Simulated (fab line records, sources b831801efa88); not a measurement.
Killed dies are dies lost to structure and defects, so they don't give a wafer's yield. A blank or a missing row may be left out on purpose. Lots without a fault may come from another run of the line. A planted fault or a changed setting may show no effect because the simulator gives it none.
Chamber matching | flow gf180mcu | GF_V5_ETCH_16 on rie_diel-03: 4 sister chambers
The step etches BARC in N2/H2. 4 wafers are shown with their chamber, then 8 later ones without.

WAFERS WITH THEIR CHAMBER
wafer  | chamber | drypump_motor_current_A (A)
L747.2 | 0       | 6.3
L755.3 | 1       | 5.2
L755.5 | 3       | 5.4
L762.2 | 2       | 6.0

WAFERS WITHOUT THEIR CHAMBER
wafer  | drypump_motor_current_A (A)
L762.3 | 5.4
L762.4 | 5.2
L763.4 | 6.0
L763.5 | 6.3
L763.6 | 5.5
L765.1 | 5.2
L765.4 | 6.3
L765.5 | 6.3

WHICH CHAMBER EACH WENT THROUGH
wafer  | from the rows above | in truth
L762.3 | 3                   | 3
L762.4 | 1                   | 1
L763.4 | 2                   | 2
L763.5 | 0                   | 0
L763.6 | 3                   | 3
L765.1 | 1                   | 1
L765.4 | 0                   | 0
L765.5 | 0                   | 0
Placed correctly: 8 of 8. Can't be placed from these rows: 0. Placed wrongly: 0.
How it was worked out, from the rows above alone: a wafer's distance from a chamber is the root of the sum, over the readings, of the square of ((its reading less the chamber's mean) divided by the reading's scatter). The wafer belongs to the nearest chamber; if the next one is less than 2 further off, it can't be placed. A chamber's mean is the mean of its shown wafers. The scatter: with one shown wafer a chamber, the root of the mean of the squares of how far each hidden wafer lies from its nearest shown one.
